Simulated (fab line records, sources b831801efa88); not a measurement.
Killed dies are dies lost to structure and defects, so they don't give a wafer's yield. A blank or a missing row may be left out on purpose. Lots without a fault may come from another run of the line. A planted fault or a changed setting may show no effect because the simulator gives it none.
fab line records | flow sky130
record lots=13 wafers=39 last_day=50
route steps=708 shown SONOS_ONO@181 LDD_HVN@269 LDD_HVP@285 PAD_OPEN@708
lots that met no fault: from a run of the same line without faults
start_h: hours from the record's first day to the start of the lot's first wafer shown | wait_h: hours since the lot's step before | " the same as in the row above | L1.1+2: a row that stands for several wafers | - no value, or no start given | * or withheld: withheld | < > ~ a bound
route shown NAME@n: a module of which the file shows steps, and the number in the route of the first | usual: mean/standard deviation of fault-free wafers | same: alike in all rows | chamber/n: place in a boat | sites: the reading at each site | _std_site: their standard deviation | _edge_site: outer sites' mean less inner sites' | radius_mm: how far each site lies from the wafer's centre | mask NAME#n: copy n | behind: the tool/chamber that last shaped the wafer | hold: why the lot was held/for how many hours/how that ended | device: the transistor (n, p or np) that didn't switch | end of line: the same wafers' tests at the end of the route | a step without rows: its recipe alone | killed: dies lost to structure and defects at the first sort, not the wafer's yield | map: a wafer's dies, x killed, . not, _ none there
set.NAME: the setting as run; set.NAME@STEP: as run at that earlier step | model.NAME: the simulator's own value behind a step, which no gauge read
steps of the route over a sample of lots; a table a step, a row a wafer
services: from which hour (start_h, from the record's first day; less than 0 if before it) a tool's chamber was out of use, for how many hours, and why
## steps
# step SKY_SONOS_ONO_CD_MEAS_13
# recipe target_cd_nm=410
# usual cd_nm=410.2/2.3
# columns lot.wafer tool chamber start_h wait_h cd_nm
L184.2 cd_sem-01 - 287.91 0.1 416.2
L184.3 " - " " 414.0
L184.6 " - " " 412.6
L183.1 cd_sem-02 - 288.19 0.1 411.7
L183.3 " - " " 413.7
L183.6 " - " " 411.3
L185.1 cd_sem-01 - 297.87 0.1 410.9
L185.3 " - " " 411.1
L185.4 " - " " 410.2
L190.3 cd_sem-01 - 335.08 0.1 409.8
L190.4 " - " " 407.9
L190.6 " - " " 409.9
L189.1 cd_sem-01 - 335.31 0.1 410.5
L189.4 " - " " 410.9
L189.5 " - " " 412.7
L191.2 cd_sem-02 - 344.99 0.1 411.4
L191.3 " - " " 410.8
L191.5 " - " " 411.0
L192.2 cd_sem-02 - 354.04 0.1 407.5
L192.5 " - " " 407.1
L192.6 " - " " 405.6
L193.1 cd_sem-01 - 359.59 0.1 409.4
L193.2 " - " " 410.0
L193.5 " - " " 409.4
L194.1 cd_sem-02 - 367.61 0.1 410.5
L194.5 " - " " 408.0
L194.6 " - " " 408.0
L198.1 cd_sem-01 - 405.96 0.1 405.0
L198.4 " - " " 403.1
L198.5 " - " " 404.8
L199.3 cd_sem-01 - 412.50 0.1 407.8
L199.4 " - " " 410.5
L199.6 " - " " 406.0
L205.1 cd_sem-01 - 458.96 0.1 410.4
L205.3 " - " " 409.8
L205.4 " - " " 410.7
L206.1 cd_sem-02 - 471.86 0.1 411.1
L206.3 " - " " 410.9
L206.5 " - " " 410.2
# step SKY_LDD_HVN_COAT_02
# recipe resist=NOVOLAK spin_rpm=3000 resist_thk_nm=300
# usual spin_speed_rpm=3000.1/1.9
# columns lot.wafer tool chamber start_h wait_h spin_speed_rpm
L184.2 litho_track-04 0 454.63 0.1 3000.2
L184.3 " 0 " " 3003.7
L184.6 " 0 " " 3002.5
L183.1 litho_track-01 0 455.12 0.1 3000.5
L183.3 " 0 " " 3000.0
L183.6 " 0 " " 3001.0
L185.1 litho_track-04 0 467.36 0.1 3001.7
L185.3 " 0 " " 3001.5
L185.4 " 0 " " 3000.8
L190.3 litho_track-01 0 510.82 0.1 3002.0
L190.4 " 0 " " 2999.2
L190.6 " 0 " " 2998.0
L189.1 litho_track-04 0 512.76 0.1 2999.2
L189.4 " 0 " " 2996.7
L189.5 " 0 " " 2997.4
L191.2 litho_track-01 0 522.40 0.1 3000.5
L191.3 " 0 " " 2998.9
L191.5 " 0 " " 2997.4
L192.2 litho_track-03 0 533.23 0.1 3000.5
L192.5 " 0 " " 3001.1
L192.6 " 0 " " 3001.4
L193.1 litho_track-01 0 539.97 0.1 2999.6
L193.2 " 0 " " 3002.1
L193.5 " 0 " " 2997.5
L194.1 litho_track-03 0 546.90 0.1 3002.8
L194.5 " 0 " " 3000.8
L194.6 " 0 " " 2999.7
L198.1 litho_track-01 0 582.92 0.1 3181.7
L198.4 " 0 " " 3182.9
L198.5 " 0 " " 3179.0
L199.3 litho_track-01 0 589.67 0.1 3180.8
L199.4 " 0 " " 3179.0
L199.6 " 0 " " 3181.2
L205.1 litho_track-03 0 632.80 0.1 2999.9
L205.3 " 0 " " 3000.5
L205.4 " 0 " " 3000.5
L206.1 litho_track-04 0 644.11 0.1 3003.6
L206.3 " 0 " " 3003.4
L206.5 " 0 " " 3003.5
# step SKY_LDD_HVN_STRIP_09
# recipe chemistry=O2/N2 power_w=1400 pressure_mtorr=1500 platen_temp_c=withheld o2_flow_sccm=3000 n2_flow_sccm=300 overash_fraction=0.5
# usual drypump_motor_current_A=5.7/0.6 oes_product_au=0.408/0.0047 strip_time_to_endpoint_s=4.132/0.013
# columns lot.wafer tool chamber start_h wait_h drypump_motor_current_A oes_product_au rf_hours_counter_h strip_time_to_endpoint_s
L184.2 plasma_asher-04 1 470.66 0.1 4.9 0.415 80 4.108
L184.3 " 1 " " 4.9 0.406 - 4.113
L184.6 " 1 " " 4.9 0.412 - 4.126
L183.1 plasma_asher-03 1 470.94 0.1 5.9 0.407 63 4.145
L183.3 " 1 " " 5.9 0.417 - 4.150
L183.6 " 0 " " 4.9 0.412 - 4.127
L185.1 plasma_asher-01 1 483.09 0.1 6.1 0.404 5 4.128
L185.3 " 0 " " 6.5 0.410 - 4.121
L185.4 " 1 " " 6.1 0.409 - 4.131
L190.3 plasma_asher-03 0 525.52 0.1 4.9 0.407 - 4.115
L190.4 " 1 " " 5.9 0.409 - 4.125
L190.6 " 0 " " 4.9 0.406 - 4.103
L189.1 plasma_asher-04 0 527.16 0.1 6.0 0.415 85 4.147
L189.4 " 0 " " 6.0 0.422 - 4.141
L189.5 " 0 " " 6.0 0.410 - 4.140
L191.2 plasma_asher-03 1 537.74 0.1 5.9 0.411 70 4.122
L191.3 " 0 " " 4.9 0.406 - 4.120
L191.5 " 1 " " 5.9 0.409 - 4.125
L192.2 plasma_asher-01 0 548.71 0.1 6.5 0.410 12 4.139
L192.5 " 1 " " 6.1 0.408 - 4.139
L192.6 " 0 " " 6.5 0.413 - 4.143
L193.1 plasma_asher-03 1 555.39 0.1 5.9 0.417 71 4.142
L193.2 " 0 " " 4.9 0.401 71 4.157
L193.5 " 0 " " 4.9 0.407 - 4.141
L194.1 plasma_asher-03 1 561.84 0.1 5.9 0.408 72 4.129
L194.5 " 0 " " 4.9 0.414 - 4.127
L194.6 " 1 " " 5.9 0.408 - 4.141
L198.1 plasma_asher-03 1 597.99 0.1 5.9 0.395 76 4.029
L198.4 " 0 " " 4.9 0.410 - 4.024
L198.5 " 1 " " 5.9 0.413 - 4.021
L199.3 plasma_asher-03 1 604.68 0.1 5.9 0.392 - 4.014
L199.4 " 0 " " 4.9 0.410 - 4.004
L199.6 " 1 " " 5.9 0.397 - 4.015
L205.1 plasma_asher-03 1 646.86 0.1 5.9 0.410 82 4.143
L205.3 " 1 " " 5.9 0.409 - 4.135
L205.4 " 0 " " 4.9 0.406 - 4.130
L206.1 plasma_asher-03 0 657.96 0.1 4.9 0.413 83 4.144
L206.3 " 1 " " 5.9 0.415 - 4.109
L206.5 " 1 " " 5.9 0.399 - 4.135
# step SKY_LDD_HVN_TW_MEAS_10
# usual LDD_HVN_TW=1437/7.1
# columns lot.wafer tool chamber start_h wait_h LDD_HVN_TW
L184.2 film_metro-03 - 470.77 0.1 1430
L184.3 " - " " 1433
L184.6 " - " " 1424
L183.1 film_metro-03 - 471.04 0.1 1428
L183.3 " - " " 1435
L183.6 " - " " 1430
L185.1 film_metro-03 - 483.19 0.1 1437
L185.3 " - " " 1430
L185.4 " - " " 1427
L190.3 film_metro-01 - 525.64 0.1 1446
L190.4 " - " " 1437
L190.6 " - " " 1447
L189.1 film_metro-03 - 527.26 0.1 1445
L189.4 " - " " 1439
L189.5 " - " " 1439
L191.2 film_metro-03 - 537.85 0.1 1427
L191.3 " - " " 1424
L191.5 " - " " 1432
L192.2 film_metro-03 - 548.82 0.1 1438
L192.5 " - " " 1435
L192.6 " - " " 1432
L193.1 film_metro-01 - 555.49 0.1 1439
L193.2 " - " " 1445
L193.5 " - " " 1444
L194.1 film_metro-03 - 561.94 0.1 1433
L194.5 " - " " 1438
L194.6 " - " " 1438
L198.1 film_metro-03 - 598.09 0.1 1427
L198.4 " - " " 1438
L198.5 " - " " 1431
L199.3 film_metro-01 - 604.76 0.1 1432
L199.4 " - " " 1434
L199.6 " - " " 1435
L205.1 film_metro-02 - 646.96 0.1 1438
L205.3 " - " " 1444
L205.4 " - " " 1438
L206.1 film_metro-01 - 658.06 0.1 1451
L206.3 " - " " 1446
L206.5 " - " " 1449
# step SKY_LDD_HVP_OVL_MEAS_07
# usual LDD_HVP_OVL=-0.2/1.5
# columns lot.wafer tool chamber start_h wait_h LDD_HVP_OVL[nm]
L184.2 overlay-02 - 500.98 0.1 0.4
L184.3 " - " " 0.3
L184.6 " - " " 1.9
L183.1 overlay-01 - 501.23 0.1 2.1
L183.3 " - " " 0.0
L183.6 " - " " 1.8
L185.1 overlay-01 - 514.37 0.1 -1.7
L185.3 " - " " -2.1
L185.4 " - " " -0.4
L190.3 overlay-02 - 555.96 0.1 1.7
L190.4 " - " " 2.2
L190.6 " - " " 0.5
L189.1 overlay-02 - 557.72 0.1 1.4
L189.4 " - " " -1.4
L189.5 " - " " 0.0
L191.2 overlay-02 - 567.44 0.1 0.1
L191.3 " - " " 0.1
L191.5 " - " " 0.9
L192.2 overlay-01 - 578.14 0.1 0.1
L192.5 " - " " -1.3
L192.6 " - " " 0.9
L193.1 overlay-01 - 585.00 0.1 0.2
L193.2 " - " " 1.2
L193.5 " - " " 0.4
L194.1 overlay-02 - 591.03 0.1 0.2
L194.5 " - " " 0.4
L194.6 " - " " -0.7
L198.1 overlay-02 - 626.85 0.1 0.0
L198.4 " - " " -0.2
L198.5 " - " " -1.1
L199.3 overlay-01 - 633.33 0.1 -2.3
L199.4 " - " " -1.1
L199.6 " - " " -0.4
L205.1 overlay-01 - 674.93 0.1 -1.3
L205.3 " - " " -0.2
L205.4 " - " " -0.3
L206.1 overlay-01 - 685.82 0.1 1.9
L206.3 " - " " 3.2
L206.5 " - " " 3.2
# step SKY_PAD_OPEN_PROBE_99
# usual killed_at_M0_to_M3=44/6.8 killed_at_M4_up=3.1/1.9 killed_at_contacts=25/5.9 killed_at_front_end=15/4.3 killed_at_other=0.2/0.51 killed_dies=87/11 killed_on_rim=17/3.6 killed_open=47/7.9 killed_short=39/6.4
# same gross_dies=492 killed_at_back_side=0
# columns lot.wafer tool chamber start_h wait_h killed_at_M0_to_M3 killed_at_M4_up killed_at_contacts killed_at_front_end killed_at_other killed_dies killed_on_rim killed_open killed_short
L189.1 prober-02 - 1121.94 0.1 44 6 30 20 1 101 15 46 55
L189.4 prober-02 - 1122.09 0.2 42 8 31 19 0 100 23 51 49
L189.5 prober-02 - 1122.14 0.2 60 4 26 16 1 107 22 54 53
# killed by level:class
L189.1 CONTACT:geometric_particle:open=9 LI_CONTACT:geometric_particle:open=8 VIA1:geometric_particle:open=8 METAL2:geometric_particle:short=7 VIA2:geometric_particle:open=7 METAL1:geometric_particle:short=6 FIELD_ISO:geometric_particle:short=5 POLY_GATE:geometric_particle:open=5
L189.4 METAL1:geometric_particle:short=10 LI_CONTACT:geometric_particle:open=10 CONTACT:geometric_particle:open=9 POLY_GATE:geometric_particle:open=6 VIA3:geometric_particle:open=6 LI_CONTACT:geometric_particle:short=5 VIA1:geometric_particle:short=5 METAL4:geometric_particle:short=5
L189.5 CONTACT:geometric_particle:open=14 METAL1:geometric_particle:short=10 VIA1:geometric_particle:open=10 METAL2:geometric_particle:short=9 VIA2:geometric_particle:open=8 VIA3:geometric_particle:short=6 LOCAL_INTERCONNECT:geometric_particle:short=5 VIA3:geometric_particle:open=5
## services
# columns tool chamber start_h hours kind
plasma_asher-04 - 433.49 3.8 repair
plasma_asher-01 - 462.33 2.8 pm
plasma_asher-04 - 567.57 12.9 repair
plasma_asher-04 - 613.68 9.7 repair
plasma_asher-04 - 628.50 15.2 repair
## key
first_sign step=SKY_LDD_HVN_COAT_02 reading=spin_speed_rpm direction=up sigmas=95 usual=3000.1 struck=3180.8
effect step=SKY_LDD_HVN_STRIP_09 reading=strip_time_to_endpoint_s direction=down sigmas=8.6 usual=* struck=*
met_at SKY_LDD_HVN_COAT_02
struck_lots L198,L199
tester_left_out L198,L199
not_acting_at SKY_SONOS_ONO_CD_MEAS_13,SKY_LDD_HVN_TW_MEAS_10,SKY_LDD_HVP_OVL_MEAS_07
onset_between 539.97 582.92
fault kind=process_parameter_drift tool=litho_track-01 chamber=- onset_h=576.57 steps=SKY_LDD_HVN_COAT_02 channel=spin_rpm offset=180.66 shape=step end_h=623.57 acts_in=these_recipes_only stated=3000
# tester_left_out: of these lots the tester's yield and bins aren't shown, on N5 and GAA mostly nor the transistor test; their killed dies are dies lost to structure and defects alone, not to doping, threshold or leakage, so they don't give the yield
